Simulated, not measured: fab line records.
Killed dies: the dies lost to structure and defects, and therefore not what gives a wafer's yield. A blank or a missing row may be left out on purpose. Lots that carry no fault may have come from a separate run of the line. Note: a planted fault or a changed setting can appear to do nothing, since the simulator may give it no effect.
The same fault as seen by 2 desks    flow sky130    only its own numbers are on each desk; what lay behind them is given at the end

## THE TOOL OWNER'S DESK: rie-diel-02
The tool's own readings at SKY_VIA1_ETCH_14 (etches BARC in N2/H2, stops on SiO2, time 45.9 s, target depth 60 nm): means of the sampled wafers that have a number, for each lot that ran on this tool. A lot is out of limits, marked OUT, if its mean lies more than 4 standard deviations from the usual mean; the brackets give that distance.
Columns: A = drypump-motor-current-A at SKY_VIA1_ETCH_14, usual 5.60 A; B = oes-product-au at SKY_VIA1_ETCH_14, usual 0.854 a.u.; C = run-length-s at SKY_VIA1_ETCH_14, usual 74.1 s; D = throttle-valve-pct at SKY_VIA1_ETCH_14, usual 13.225 %
lot   first seen here  A     B                C               D
L160  day 33 23:53     5.73  0.852            74.4            13.224
L167  day 36 05:25     5.44  0.858            74.3            13.232
L168  day 36 09:31     5.71  0.853            74.3            13.225
L171  day 37 12:04     5.69  0.904 (+10) OUT  63.0 (-22) OUT  13.231
L172  day 38 02:37     5.47  0.952 (+20) OUT  52.1 (-43) OUT  13.236
L182  day 40 21:20     5.69  0.853            74.5            13.226
L183  day 41 01:05     5.70  0.857            74.3            13.227
This desk finds L171, L172 out of limits, L171 being first, at day 37 12:04 (oes-product-au at SKY_VIA1_ETCH_14). Within limits: L160, L167, L168, L182, L183.

## METROLOGY DESK
Means of the sampled wafers that have a number, per lot and without regard to the tool the lot ran on: this is what the gauges read. A lot is out of limits, marked OUT, if its mean lies more than 4 standard deviations from the usual mean; the brackets give that distance.
Columns: A = SD_P_OVL at SKY_SD_P_OVL_MEAS_08, usual -0.5 nm; B = CONTACT_W_RS at SKY_CONTACT_RS_MEAS_25, usual 0.338 ohm/sq
lot   first seen here  A     B
L160  day 25 11:36     -1.1  0.337
L161  day 25 18:37     -2.5  0.342
L164  day 27 05:13     -1.1  0.336
L167  day 27 23:32     -1.3  0.342
L168  day 28 05:06     2.6   0.334
L171  day 29 09:04     -1.5  0.342
L172  day 30 00:38     0.4   0.330
L176  day 31 06:38     -0.7  0.337
L177  day 31 09:50     -3.7  0.335
L178  day 32 01:31     0.8   0.339
L180  day 32 11:29     -1.4  0.335
L181  day 32 17:04     -1.0  0.339
L182  day 33 02:19     0.8   0.341
L183  day 33 05:31     0.1   0.335
This desk's verdict: no lot among the 14 shows anything out of limits.

## BROUGHT TOGETHER
At day 37 12:04, on L171, L172, the tool owner's desk was in a position to raise an alarm.
The metrology desk saw nothing out of limits.
The metrology desk has L171, L172 on record, within its limits.
On rie-diel-02, each named lot ran SKY_VIA1_ETCH_14.

## WHAT THE SIMULATOR HAD INSERTED
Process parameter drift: rie-diel-02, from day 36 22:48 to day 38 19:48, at SKY_VIA1_ETCH_14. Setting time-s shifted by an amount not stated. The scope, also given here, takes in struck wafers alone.
Lots struck among those shown: L171, L172.
How many hours passed from the start of the fault until each desk's first out-of-limits reading: the tool owner's desk, 13.
